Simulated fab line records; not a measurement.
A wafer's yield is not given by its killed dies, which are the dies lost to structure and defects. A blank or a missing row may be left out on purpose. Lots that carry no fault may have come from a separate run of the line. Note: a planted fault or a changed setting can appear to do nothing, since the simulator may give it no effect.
fab line records	flow gf180mcu
record: lots: 14	wafers: 40	last-day: 34
route steps=602 shown STI@5 NWELL@48 LVPWELL@64 MVSD@76
lots that met no fault: taken from a fault-free run of the same line
start-h: hours from the record's opening day to when the first of the lot's shown wafers began	wait-h: hours since the lot's step before	" unchanged from the row above	L1.1+2: a row that stands for several wafers	- no value, or no start given	* or withheld: withheld	< > ~ a bound
route shown NAME@n: names a module that has steps shown in the file, with the first one's number in the route	usual: mean and standard deviation over wafers with no fault	same: alike in all rows	chamber/n: place in a boat	sites: each site's reading	_std_site: standard deviation across them	_edge_site: the outer-site mean with the inner-site mean subtracted	radius-mm: how far each site lies from the wafer's centre	mask NAME#n: copy n	behind: the most recent tool/chamber to have shaped the wafer	hold: what put the lot on hold/how long, in hours/how the hold closed	device: the transistor (n, p or np) that didn't switch	end of line: tests of these same wafers at the route's end	a step given without rows: its recipe and nothing more	killed: not the wafer's yield, but the dies lost to structure and defects at the first sort	map: shows each die of a wafer: x if killed, . if not, _ if none is there
set.NAME: the run value of the setting; set.NAME@STEP: its run value at that earlier step	model.NAME: the simulator's own value behind a step, which no gauge read
the route's steps for a sample of lots (tables are steps, rows are wafers)
services: when a tool's chamber went out of use (start-h, in hours from the record's first day, below 0 if earlier), for how many hours, and the reason
== steps ==
step: GF_STI_THK_MEAS_04
recipe: reads: Si3N4_of_STI_CVD_03
usual: STI_CVD_03_THK: 206.9/2
lot.wafer	tool	chamber	start-h	wait-h	STI_CVD_03_THK[nm]
L626.3	film-metro-01	-	13.58	0.0	207.2
L626.4	"	-	"	"	208.2
L626.5	"	-	"	"	205.0
L627.1	film-metro-01	-	18.56	0.0	209.4
L627.3	"	-	"	"	208.6
L627.6	"	-	"	"	208.4
L628.2	film-metro-03	-	24.12	0.0	204.7
L628.3	"	-	"	"	205.4
L628.4	"	-	"	"	205.0
L629.2	film-metro-03	-	29.56	0.0	208.5
L629.3	"	-	"	"	208.7
L629.5	"	-	"	"	207.0
L630.1	film-metro-01	-	34.48	0.0	205.2
L630.2	"	-	"	"	206.2
L630.6	"	-	"	"	205.9
L632.3	film-metro-01	-	44.03	0.0	206.3
L632.4	"	-	"	"	206.9
L632.5	"	-	"	"	207.8
L635.1	film-metro-01	-	60.80	0.0	205.1
L635.5	"	-	"	"	207.1
L635.6	"	-	"	"	205.6
L636.2	film-metro-02	-	64.78	0.0	207.3
L636.4	"	-	"	"	206.0
L636.6	"	-	"	"	206.3
L637.2	film-metro-02	-	68.75	0.0	207.9
L637.4	"	-	"	"	207.9
L641.3	film-metro-01	-	88.58	0.0	205.6
L641.4	"	-	"	"	204.5
L643.1	film-metro-02	-	98.56	0.0	203.0
L643.3	"	-	"	"	202.4
L643.6	"	-	"	"	203.1
L645.2	film-metro-03	-	108.57	0.0	206.6
L645.3	"	-	"	"	207.7
L645.4	"	-	"	"	209.2
L646.2	film-metro-02	-	114.79	0.0	210.1
L646.5	"	-	"	"	210.1
L646.6	"	-	"	"	211.4
L649.3	film-metro-02	-	128.79	0.0	206.8
L649.4	"	-	"	"	207.7
L649.5	"	-	"	"	208.4
step: GF_NWELL_DEVELOP_06
recipe: wall-angle-deg: 90	develop-time-s: 60	dev-temp-c: 23
usual: resist-line-temp-C: 23.01/0.098
lot.wafer	tool	chamber	start-h	wait-h	resist-line-temp-C
L626.3	litho-track-01	0	54	-	23.00
L626.4	"	0	"	"	22.94
L626.5	"	0	"	"	22.93
L627.1	litho-track-01	0	59	-	23.00
L627.3	"	0	"	"	22.95
L627.6	"	0	"	"	23.03
L628.2	litho-track-02	0	66	-	23.03
L628.3	"	0	"	"	22.92
L628.4	"	0	"	"	22.84
L629.2	litho-track-02	0	72	-	22.95
L629.3	"	0	"	"	23.05
L629.5	"	0	"	"	23.05
L630.1	litho-track-01	0	76	-	23.00
L630.2	"	0	"	"	23.00
L630.6	"	0	77	-	23.11
L632.3	litho-track-01	0	89	-	22.95
L632.4	"	0	"	"	23.09
L632.5	"	0	"	"	22.89
L635.1	litho-track-01	0	105	-	23.18
L635.5	"	0	"	"	23.24
L635.6	"	0	"	"	23.36
L636.2	litho-track-02	0	111	-	22.91
L636.4	"	0	"	"	23.05
L636.6	"	0	"	"	22.94
L637.2	litho-track-01	0	115	-	22.97
L637.4	"	0	"	"	23.06
L641.3	litho-track-01	0	138	-	22.95
L641.4	"	0	139	-	23.01
L643.1	litho-track-02	0	147	-	22.94
L643.3	"	0	"	"	22.95
L643.6	"	0	"	"	22.92
L645.2	litho-track-04	0	158	-	22.90
L645.3	"	0	"	"	22.97
L645.4	"	0	"	"	22.92
L646.2	litho-track-04	0	165	-	23.13
L646.5	"	0	"	"	23.03
L646.6	"	0	"	"	23.00
L649.3	litho-track-04	0	180	-	23.04
L649.4	"	0	181	-	23.08
L649.5	"	0	"	"	23.10
step: GF_NWELL_OVL_MEAS_07
usual: NWELL_OVL: -0.3/1.1
lot.wafer	tool	chamber	start-h	wait-h	NWELL_OVL[nm]
L626.3	overlay-01	-	54.30	-	0.6
L626.4	"	-	"	"	2.1
L626.5	"	-	"	"	1.4
L627.1	overlay-02	-	59.83	-	0.4
L627.3	"	-	"	"	-1.8
L627.6	"	-	"	"	-0.1
L628.2	overlay-01	-	66.66	-	-1.4
L628.3	"	-	"	"	-1.2
L628.4	"	-	"	"	-0.7
L629.2	overlay-02	-	72.56	-	-0.3
L629.3	"	-	"	"	-0.3
L629.5	"	-	"	"	-1.1
L630.1	overlay-02	-	77.08	-	-0.7
L630.2	"	-	"	"	1.5
L630.6	"	-	"	"	-0.5
L632.3	overlay-01	-	89.74	-	-0.1
L632.4	"	-	"	"	1.5
L632.5	"	-	"	"	0.7
L635.1	overlay-02	-	105.73	-	0.4
L635.5	"	-	"	"	0.1
L635.6	"	-	"	"	-0.4
L636.2	overlay-01	-	111.36	-	0.1
L636.4	"	-	"	"	3.2
L636.6	"	-	"	"	0.9
L637.2	overlay-01	-	115.19	-	-
L637.4	"	-	"	"	0.8
L641.3	overlay-02	-	139.09	-	-
L641.4	"	-	"	"	-0.7
L643.1	overlay-01	-	147.35	-	0.3
L643.3	"	-	"	"	-0.4
L643.6	"	-	"	"	-0.4
L645.2	overlay-01	-	158.95	-	-1.5
L645.3	"	-	"	"	-1.6
L645.4	"	-	"	"	-1.3
L646.2	overlay-01	-	165.75	-	-0.7
L646.5	"	-	"	"	-0.7
L646.6	"	-	"	"	0.6
L649.3	overlay-01	-	181.11	-	-0.6
L649.4	"	-	"	"	0.0
L649.5	"	-	"	"	-1.6
step: GF_LVPWELL_STRIP_10
recipe: chemistry: O2/N2	power-w: 1400	pressure-mtorr: 1500	platen-temp-c: 250	o2-flow-sccm: 3000	n2-flow-sccm: 300	overash-fraction: 0.5
usual: drypump-motor-current-A: 5.9/0.46	heater-power-w: 351/33	oes-product-au: 0.723/0.0046	strip-time-to-endpoint-s: 36.95/0.1
lot.wafer	tool	chamber	start-h	wait-h	drypump-motor-current-A	heater-power-w	oes-product-au	rf-hours-counter-h	strip-time-to-endpoint-s
L626.3	plasma-asher-02	0	67.85	0.1	5.9	364	0.729	-	36.95
L626.4	"	1	"	"	5.7	323	0.717	-	36.96
L626.5	"	0	"	"	5.9	366	0.730	-	36.90
L627.1	plasma-asher-02	0	73.37	0.1	5.9	356	0.721	28	37.07
L627.3	"	1	"	"	5.7	332	0.732	-	37.00
L627.6	"	0	"	"	5.9	366	0.714	-	37.09
L628.2	plasma-asher-01	1	80.92	0.1	6.0	324	0.722	44	37.00
L628.3	"	0	"	"	6.6	415	0.725	-	36.95
L628.4	"	1	"	"	6.0	314	0.724	-	36.99
L629.2	plasma-asher-03	0	86.73	0.1	5.4	356	0.731	39	36.74
L629.3	"	0	"	"	5.4	348	0.724	-	36.83
L629.5	"	0	"	"	5.4	348	0.722	-	36.75
L630.1	plasma-asher-01	0	91.36	0.1	6.6	420	0.725	45	37.07
L630.2	"	1	"	"	6.0	323	0.721	45	37.06
L630.6	"	1	"	"	6.0	314	0.727	-	37.01
L632.3	plasma-asher-02	1	104.20	0.1	5.7	331	0.729	-	36.89
L632.4	"	0	"	"	5.9	365	0.730	-	36.85
L632.5	"	0	"	"	5.9	373	0.729	-	36.97
L635.1	plasma-asher-03	0	120.72	0.1	5.4	347	0.733	0	36.94
L635.5	"	1	"	"	5.1	328	0.715	-	36.96
L635.6	"	0	"	"	5.4	348	0.722	-	36.85
L636.2	plasma-asher-02	1	126.73	0.1	5.7	315	0.726	35	36.95
L636.4	"	1	"	"	5.7	340	0.714	-	37.12
L636.6	"	1	"	"	5.7	334	0.714	-	36.94
L637.2	plasma-asher-03	0	131.06	0.1	5.4	347	0.719	2	37.03
L637.4	"	0	"	"	5.4	357	0.723	-	37.06
L641.3	plasma-asher-02	0	155.44	0.1	5.9	355	0.718	-	36.99
L641.4	"	1	"	"	5.7	331	0.725	-	36.80
L643.1	plasma-asher-02	1	164.12	0.1	5.7	339	0.716	38	37.01
L643.3	"	1	"	"	5.7	336	0.720	-	37.01
L643.6	"	1	"	"	5.7	333	0.725	-	36.94
L645.2	plasma-asher-02	0	174.77	0.1	5.9	375	0.720	40	36.98
L645.3	"	1	"	"	5.7	334	0.720	-	36.91
L645.4	"	0	"	"	6.0	365	0.722	-	36.90
L646.2	plasma-asher-01	1	183.11	0.1	6.0	309	0.722	53	36.95
L646.5	"	0	"	"	6.7	416	0.725	-	36.97
L646.6	"	1	"	"	6.0	318	0.724	-	36.97
L649.3	plasma-asher-01	0	199.16	0.1	6.6	415	0.719	-	36.80
L649.4	"	1	"	"	6.0	318	0.724	-	36.84
L649.5	"	0	"	"	6.7	413	0.731	-	36.85
step: GF_MVSD_STRIP_10
recipe: chemistry: O2/N2	power-w: 1400	pressure-mtorr: 1500	platen-temp-c: 250	o2-flow-sccm: 3000	n2-flow-sccm: 300	overash-fraction: 0.5
usual: drypump-motor-current-A: 5.8/0.63	heater-power-w: 360/51	oes-product-au: 0.723/0.0047	strip-time-to-endpoint-s: 36.97/0.11
lot.wafer	tool	chamber	start-h	wait-h	drypump-motor-current-A	heater-power-w	oes-product-au	rf-hours-counter-h	strip-time-to-endpoint-s
L626.3	plasma-asher-01	0	81.72	0.1	6.6	424	0.723	-	37.27
L626.4	"	1	"	"	6.0	320	0.729	-	37.15
L626.5	"	0	"	"	6.7	417	0.730	-	37.15
L627.1	plasma-asher-01	1	87.46	0.1	6.0	319	0.725	44	36.89
L627.3	"	1	"	"	6.0	320	0.719	-	36.99
L627.6	"	0	"	"	6.6	401	0.727	-	36.90
L628.2	plasma-asher-01	1	95.29	0.1	6.0	314	0.718	45	36.93
L628.3	"	0	"	"	6.6	421	0.725	-	36.95
L628.4	"	1	"	"	6.0	316	0.720	-	36.81
L629.2	plasma-asher-01	1	100.82	0.1	6.0	327	0.720	46	37.04
L629.3	"	0	"	"	6.6	414	0.720	-	37.01
L629.5	"	0	"	"	6.6	414	0.728	-	36.98
L630.1	plasma-asher-04	0	105.01	0.1	5.1	300	0.725	47	36.90
L630.2	"	1	"	"	5.2	421	0.723	47	36.98
L630.6	"	0	"	"	5.0	298	0.719	-	36.91
L632.3	plasma-asher-04	1	119.32	0.1	5.2	439	0.728	-	37.17
L632.4	"	0	"	"	5.0	300	0.722	-	37.09
L632.5	"	0	"	"	5.0	291	0.712	-	37.21
L635.1	plasma-asher-04	1	136.56	0.1	5.2	435	0.722	51	37.00
L635.5	"	1	"	"	5.2	428	0.728	-	36.88
L635.6	"	0	"	"	5.0	296	0.722	-	36.94
L636.2	plasma-asher-01	1	141.94	0.1	6.0	311	0.717	48	36.95
L636.4	"	1	"	"	6.0	322	0.722	-	36.84
L636.6	"	0	"	"	6.7	415	0.718	-	36.78
L637.2	plasma-asher-01	1	146.86	0.1	6.0	326	0.729	49	36.87
L637.4	"	1	"	"	6.0	320	0.726	-	36.86
L641.3	plasma-asher-04	0	171.70	0.1	5.0	296	0.724	-	37.03
L641.4	"	1	"	"	5.2	427	0.724	-	37.19
L643.1	plasma-asher-01	1	180.37	0.1	6.0	332	0.734	52	36.82
L643.3	"	0	"	"	6.7	421	0.724	-	36.86
L643.6	"	1	"	"	6.0	314	0.717	-	36.81
L645.2	plasma-asher-03	0	192.02	0.1	5.4	350	0.721	8	37.02
L645.3	"	0	"	"	5.4	348	0.719	-	37.00
L645.4	"	1	"	"	5.1	327	0.729	-	36.83
L646.2	plasma-asher-01	0	200.22	0.1	6.7	415	0.720	54	36.85
L646.5	"	1	"	"	6.0	315	0.727	-	36.85
L646.6	"	0	"	"	6.7	415	0.716	-	36.87
L649.3	plasma-asher-03	0	215.92	0.1	5.5	349	0.719	-	37.06
L649.4	"	1	"	"	5.1	317	0.726	-	37.15
L649.5	"	1	"	"	5.1	326	0.726	-	37.15
== services ==
tool	chamber	start-h	hours	kind
plasma-asher-04	-	34.13	1.9	repair
plasma-asher-01	-	56.18	0.4	repair
plasma-asher-03	-	60.76	22.8	pm
plasma-asher-03	-	108.75	9.0	pm
plasma-asher-03	0	108.75	9.0	vent-cycle
plasma-asher-03	1	108.75	9.0	vent-cycle
plasma-asher-01	-	112.94	14.6	pm
plasma-asher-03	0	117.75	-	clean
plasma-asher-03	1	117.75	-	clean
plasma-asher-03	-	167.78	1.4	repair
plasma-asher-03	-	169.81	0.5	repair
plasma-asher-03	-	199.37	2.8	pm
== key ==
first-sign: step: GF_NWELL_OVL_MEAS_07	reading: NWELL_OVL	direction: missing
effect none on later readings
met-at GF_NWELL_DEVELOP_06
struck-lots L637,L641
struck-wafers L637.2,L641.3
sort-left-out L637.2,L641.3
tester-left-out L637,L641
not-acting-at GF_STI_THK_MEAS_04,GF_LVPWELL_STRIP_10,GF_MVSD_STRIP_10
onset-between 105 115
fault: kind: process-parameter-drift	tool: litho-track-01	chamber: -	onset-h: 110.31	steps: GF_NWELL_DEVELOP_06	channel: develop-time-s	offset: *	shape: step	end-h: 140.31	scope: struck-wafers-only	acts-in: *	stated: *
tester-left-out: of these lots the tester's yield and bins aren't shown, on N5 and GAA mostly nor the transistor test; their killed dies are dies lost to structure and defects alone, not to doping, threshold or leakage, so they don't give the yield
sort-left-out: the simulated sort isn't trusted on such a fault, so these wafers' sort isn't shown, and their yield isn't known
